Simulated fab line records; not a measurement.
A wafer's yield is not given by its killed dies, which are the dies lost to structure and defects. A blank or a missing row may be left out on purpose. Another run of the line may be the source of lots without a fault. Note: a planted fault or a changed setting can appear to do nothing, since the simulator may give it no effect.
Commonality check across tools :: flow gf180mcu :: 39 wafers sampled across 13 lots

WHY IT WAS OPENED
At GF_HV_LDD_THK_MEAS_55 the reading HV_LDD_CVD_54_THK is flagged on 2 of 13 lots. Wafers without a fault read 10.05 nm, standard deviation 0.16.
Rule: flag the lot when none of its wafers has a number, or when each of its wafers that has one lies beyond 4 standard deviations from that mean. All remaining lots are regarded as sound.

lot: L704
measured: day 12 18:31
on: filmMetro-03
HV_LDD_CVD_54_THK (nm), wafer by wafer: 10.31 10.29 10.27
flag: 

lot: L705
measured: day 13 01:57
on: filmMetro-03
HV_LDD_CVD_54_THK (nm), wafer by wafer: 10.03 10.05 10.02
flag: 

lot: L706
measured: day 13 13:49
on: filmMetro-03
HV_LDD_CVD_54_THK (nm), wafer by wafer: 10.29 10.41 10.27
flag: 

lot: L707
measured: day 13 20:27
on: filmMetro-01
HV_LDD_CVD_54_THK (nm), wafer by wafer: 10.13 10.07 10.08
flag: 

lot: L709
measured: day 14 07:30
on: filmMetro-03
HV_LDD_CVD_54_THK (nm), wafer by wafer: 10.08 10.19 10.16
flag: 

lot: L711
measured: day 14 22:36
on: filmMetro-03
HV_LDD_CVD_54_THK (nm), wafer by wafer: 9.95 9.95 10.02
flag: 

lot: L712
measured: day 15 10:11
on: filmMetro-04
HV_LDD_CVD_54_THK (nm), wafer by wafer: 9.92 9.93 9.92
flag: 

lot: L714
measured: day 16 01:46
on: filmMetro-01
HV_LDD_CVD_54_THK (nm), wafer by wafer: 10.14 10.14 10.27
flag: 

lot: L715
measured: day 16 06:49
on: filmMetro-03
HV_LDD_CVD_54_THK (nm), wafer by wafer: 9.95 10.06 10.02
flag: 

lot: L716
measured: day 16 19:17
on: filmMetro-01
HV_LDD_CVD_54_THK (nm), wafer by wafer: 9.94 9.92 9.94
flag: 

lot: L717
measured: day 17 01:48
on: filmMetro-01
HV_LDD_CVD_54_THK (nm), wafer by wafer: 9.79 9.87 9.82
flag: 

lot: L723
measured: day 19 12:25
on: filmMetro-01
HV_LDD_CVD_54_THK (nm), wafer by wafer: 20.48 20.41 20.61
flag: FLAGGED

lot: L724
measured: day 19 18:45
on: filmMetro-01
HV_LDD_CVD_54_THK (nm), wafer by wafer: 20.35 20.46 20.33
flag: FLAGGED
On average the flagged lots' numbers are 20.44 nm, which is +10.39 nm against the usual, or +65 standard deviations.

TOOL THAT RAN EACH LOT
The record holds 1 process step before the reading, out of a route of 602 steps. Every cell lists first the tool, next ch and the chambers used by the sampled wafers, and last the start.
lot: L704
flag: 
GF_HV_LDD_CVD_54: lpcvd-01 ch 1, day 12 17:29

lot: L705
flag: 
GF_HV_LDD_CVD_54: lpcvd-01 ch 1, day 13 00:56

lot: L706
flag: 
GF_HV_LDD_CVD_54: lpcvd-01 ch 1, day 13 12:47

lot: L707
flag: 
GF_HV_LDD_CVD_54: lpcvd-01 ch 0, day 13 19:26

lot: L709
flag: 
GF_HV_LDD_CVD_54: lpcvd-02 ch 1, day 14 06:29

lot: L711
flag: 
GF_HV_LDD_CVD_54: lpcvd-02 ch 0, day 14 21:34

lot: L712
flag: 
GF_HV_LDD_CVD_54: lpcvd-01 ch 0, day 15 09:09

lot: L714
flag: 
GF_HV_LDD_CVD_54: lpcvd-01 ch 0, day 16 00:44

lot: L715
flag: 
GF_HV_LDD_CVD_54: lpcvd-02 ch 0, day 16 05:47

lot: L716
flag: 
GF_HV_LDD_CVD_54: lpcvd-01 ch 1, day 16 18:14

lot: L717
flag: 
GF_HV_LDD_CVD_54: lpcvd-02 ch 0, day 17 00:47

lot: L723
flag: FLAGGED
GF_HV_LDD_CVD_54: lpcvd-02 ch 0, day 19 11:23

lot: L724
flag: FLAGGED
GF_HV_LDD_CVD_54: lpcvd-02 ch 0, day 19 17:43
What is done by these steps:
- GF_HV_LDD_CVD_54: deposits SiO2 from TEOS, target thk 10 nm, time 75 s.
- GF_HV_LDD_THK_MEAS_55

FLAGGED AGAINST TOTAL, ONE TOOL AT A TIME (gauges that did the reading follow at the end)
step: GF_HV_LDD_CVD_54
tool: lpcvd-01
lots run: 7
flagged: 0
share of the flagged lots: none
sound lots run after its first flagged lot: -

step: GF_HV_LDD_CVD_54
tool: lpcvd-02
lots run: 6
flagged: 2
share of the flagged lots: all
sound lots run after its first flagged lot: 0

step: GF_HV_LDD_THK_MEAS_55
tool: filmMetro-01
lots run: 6
flagged: 2
share of the flagged lots: all
sound lots run after its first flagged lot: 0

step: GF_HV_LDD_THK_MEAS_55
tool: filmMetro-03
lots run: 6
flagged: 0
share of the flagged lots: none
sound lots run after its first flagged lot: -

step: GF_HV_LDD_THK_MEAS_55
tool: filmMetro-04
lots run: 1
flagged: 0
share of the flagged lots: none
sound lots run after its first flagged lot: -

WHAT THE TABLE PERMITS
Rows of the table that ran all the flagged lots, 2 in number: lpcvd-02 at GF_HV_LDD_CVD_54; filmMetro-01 at GF_HV_LDD_THK_MEAS_55.
- lpcvd-02 at GF_HV_LDD_CVD_54: 2 of its 6 lots flagged. Last sound lot L717 at day 17 00:47, first flagged lot L723 at day 19 11:23; a fault beginning in between fits. Its own readings (spikeTcBottomC, spikeTcCentreC, spikeTcLowerC, spikeTcTopC, spikeTcUpperC, susceptorTempC) fall more than 4 standard deviations out on all wafers of the flagged lots.
- filmMetro-01 at GF_HV_LDD_THK_MEAS_55: 2 of its 6 lots flagged. Last sound lot L717 at day 17 01:48, first flagged lot L723 at day 19 12:25; a fault beginning in between fits.
These 2 tools cannot be told apart by counting lots, since each of them fits a fault that started at some hour. More lots, or a look at what each step does to the wafer, might.

WHAT THE SIMULATOR HAD INSERTED
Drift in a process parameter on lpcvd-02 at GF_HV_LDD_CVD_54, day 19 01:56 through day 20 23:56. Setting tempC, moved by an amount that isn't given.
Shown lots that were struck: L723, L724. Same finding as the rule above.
